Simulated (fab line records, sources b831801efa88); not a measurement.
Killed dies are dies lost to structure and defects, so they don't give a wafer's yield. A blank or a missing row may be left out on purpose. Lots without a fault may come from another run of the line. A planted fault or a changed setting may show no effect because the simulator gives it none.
One fault seen from 2 desks | flow sfq_line | each desk has only its own numbers; what lay behind them comes last

THE TOOL OWNER'S DESK: pvd_sputter-03
The tool's own readings at SFQ_TRILAYER_L0_DEP_SPUTTER_003 (material MoNx KI, target thk 40 nm, time 100 s): means of the sampled wafers that have a number, for each lot that ran on this tool. A lot is out of limits, marked OUT, if its mean lies more than 4 standard deviations from the usual mean; the brackets give that distance.
Columns: A = chamber_pressure_pa at SFQ_TRILAYER_L0_DEP_SPUTTER_003, usual 0.4001 Pa; B = throttle_valve_pct at SFQ_TRILAYER_L0_DEP_SPUTTER_003, usual 29.9 %
lot  | first seen here | A      | B
L430 | day 1 17:29     | 0.4003 | 29.6
L436 | day 2 23:29     | 0.4002 | 30.0
L443 | day 4 10:29     | 0.4001 | 29.7
L445 | day 4 20:29     | 0.4010 | 29.8
L449 | day 5 16:29     | 0.3996 | 29.0
This desk's finding: nothing out of limits on any of the 5 lots.

THE METROLOGY DESK
What the gauges read, lot by lot, whatever tool the lot ran on: means of the sampled wafers that have a number. A lot is out of limits, marked OUT, if its mean lies more than 4 standard deviations from the usual mean; the brackets give that distance.
Columns: A = L0_MONX_KI_RS at SFQ_L0_RS_MEAS_901, usual 43.6 ohm/sq; B = L0_MONX_KI_THK at SFQ_L0_THK_MEAS_902, usual 39.7 nm
lot  | first seen here | A              | B
L429 | day 1 12:35     | 43.7           | 39.4
L430 | day 1 17:34     | 44.1           | 39.1
L432 | day 2 03:35     | 44.2           | 39.1
L433 | day 2 08:37     | 43.1           | 40.2
L434 | day 2 13:34     | 43.6           | 39.7
L436 | day 2 23:34     | 44.1           | 39.2
L437 | day 3 04:34     | 43.4           | 39.9
L440 | day 3 19:36     | 43.8           | 39.9
L441 | day 4 00:35     | 44.0           | 39.2
L443 | day 4 10:34     | 43.6           | 39.5
L445 | day 4 20:36     | 37.1 (-15) OUT | 49.8 (+23) OUT
L449 | day 5 16:35     | 36.4 (-17) OUT | 51.0 (+26) OUT
L450 | day 5 21:34     | 43.3           | 39.8
L452 | day 6 07:34     | 43.3           | 39.7
This desk's finding: out of limits on L445, L449; first on L445, day 4 20:36 (L0_MONX_KI_RS at SFQ_L0_RS_MEAS_901). In limits: L429, L430, L432, L433, L434, L436, L437, L440, L441, L443, L450, L452.

PUT TOGETHER
The metrology desk could have raised an alarm at day 4 20:36, on L445, L449.
The tool owner's desk saw nothing out of limits.
The tool owner's desk has L445, L449 on record, within its limits.
Of the lots named, all ran SFQ_TRILAYER_L0_DEP_SPUTTER_003 on pvd_sputter-03.

WHAT THE SIMULATOR HAD PUT IN
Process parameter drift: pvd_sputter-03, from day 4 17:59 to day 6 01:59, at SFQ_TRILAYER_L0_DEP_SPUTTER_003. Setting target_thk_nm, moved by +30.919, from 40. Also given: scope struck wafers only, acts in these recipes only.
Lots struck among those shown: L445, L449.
Hours from the fault's start to each desk's first reading out of limits: the metrology desk, 3.
